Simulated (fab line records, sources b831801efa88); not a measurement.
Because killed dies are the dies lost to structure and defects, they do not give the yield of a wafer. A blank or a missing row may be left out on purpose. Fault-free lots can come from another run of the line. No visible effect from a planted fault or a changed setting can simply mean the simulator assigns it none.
Matching of chambers ; flow sfq_line ; SFQ_TRILAYER_I2_CMP_CMP_064 on cmp-02 has 4 sister chambers
The step polishes SiO2. 8 wafers are shown with their chamber, then 9 later ones without.

## WAFERS, EACH WITH ITS CHAMBER
wafer;chamber;motor_current_A (A);time_to_endpoint_s (s)
L586.1;2;11.5;215
L591.5;1;9.4;232
L592.1;2;11.3;212
L592.4;1;9.5;221
L593.6;0;11.4;211
L594.1;3;11.4;198
L594.5;0;11.4;213
L594.6;3;10.8;213

## WAFERS WHOSE CHAMBER IS MISSING
wafer;motor_current_A (A);time_to_endpoint_s (s)
L599.1;9.8;218
L599.2;11.2;214
L599.5;11.5;220
L603.2;10.5;201
L603.4;11.6;246
L603.6;11.1;252
L604.2;10.9;212
L604.3;11.3;253
L604.1;11.1;206

## CHAMBER TAKEN BY EACH
wafer;from the rows above;in truth
L599.1;1;1
L599.2;can't be placed: 2 or 0 or 3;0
L599.5;can't be placed: 2 or 0 or 3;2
L603.2;can't be placed: 3 or 0 or 2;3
L603.4;can't be placed: 2 or 0 or 3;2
L603.6;can't be placed: 2 or 0 or 3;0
L604.2;can't be placed: 3 or 0 or 2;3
L604.3;can't be placed: 2 or 0 or 3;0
L604.1;can't be placed: 3 or 0 or 2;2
Placed correctly: 1 of 9. Unplaceable from these rows: 8, with the true chamber sitting among the candidates in 8. Placed wrongly: 0.
How it was worked out, from the rows above alone: a wafer's distance from a chamber is the root of the sum, over the readings, of the square of ((its reading less the chamber's mean) divided by the reading's scatter). The wafer belongs to the nearest chamber; if the next one is less than 2 further off, it can't be placed. Each chamber's mean is taken over the wafers shown for it. The scatter is the square root of a quotient: the sum, over the shown wafers, of each reading's squared deviation from its chamber's mean, divided by wafers minus chambers.
